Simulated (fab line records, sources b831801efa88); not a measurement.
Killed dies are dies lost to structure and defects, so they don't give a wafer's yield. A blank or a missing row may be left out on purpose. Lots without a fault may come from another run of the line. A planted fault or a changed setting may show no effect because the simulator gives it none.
Which tool did it? | flow gf180mcu | 12 lots, 36 wafers sampled, at 1 step of a route of 602

WHAT THE GAUGES READ, wafer by wafer
GF_V2_THK_MEAS_01.
lot  | measured     | on            | V2_CVD_00_THK (nm)
L075 | day 19 16:53 | film_metro-04 | 609 604 607
L078 | day 20 18:07 | film_metro-04 | 595 601 602
L079 | day 20 22:14 | film_metro-03 | 605 601 606
L081 | day 21 19:52 | film_metro-03 | 604 598 595
L083 | day 22 16:08 | film_metro-04 | 594 611 599
L085 | day 23 13:04 | film_metro-04 | 609 600 609
L087 | day 24 11:25 | film_metro-02 | 604 599 605
L089 | day 24 18:50 | film_metro-04 | 607 600 615
L091 | day 25 06:52 | film_metro-03 | 599 598 594
L093 | day 25 19:39 | film_metro-03 | 609 601 601
L095 | day 26 14:37 | film_metro-02 | 599 594 592
L097 | day 27 07:18 | film_metro-02 | 596 599 599

WHICH TOOL RAN EACH LOT (tool, then ch and the chambers of the sampled wafers, then the start)
The record holds no process step before these readings.

THE ANSWER, worked out from the rows above alone
Rule: what is usual is taken from the lots themselves. Put in order of their means at a reading, lots are off if they are a third of the lots or fewer, leave a main group of 4 or more, and stand apart from it by a gap of 3 or more times the standard deviation of the main group's means; of several such gaps the widest counts. A main group whose means are all the same, to the digits that the tables above print for the reading, isn't used. A lot without any number at a reading at which 4 lots or more have one is off too. The other lots that the step has rows for count as sound.
No lot is off at any reading shown: from this, nothing can be told.

WHAT THE SIMULATOR HAD PUT IN
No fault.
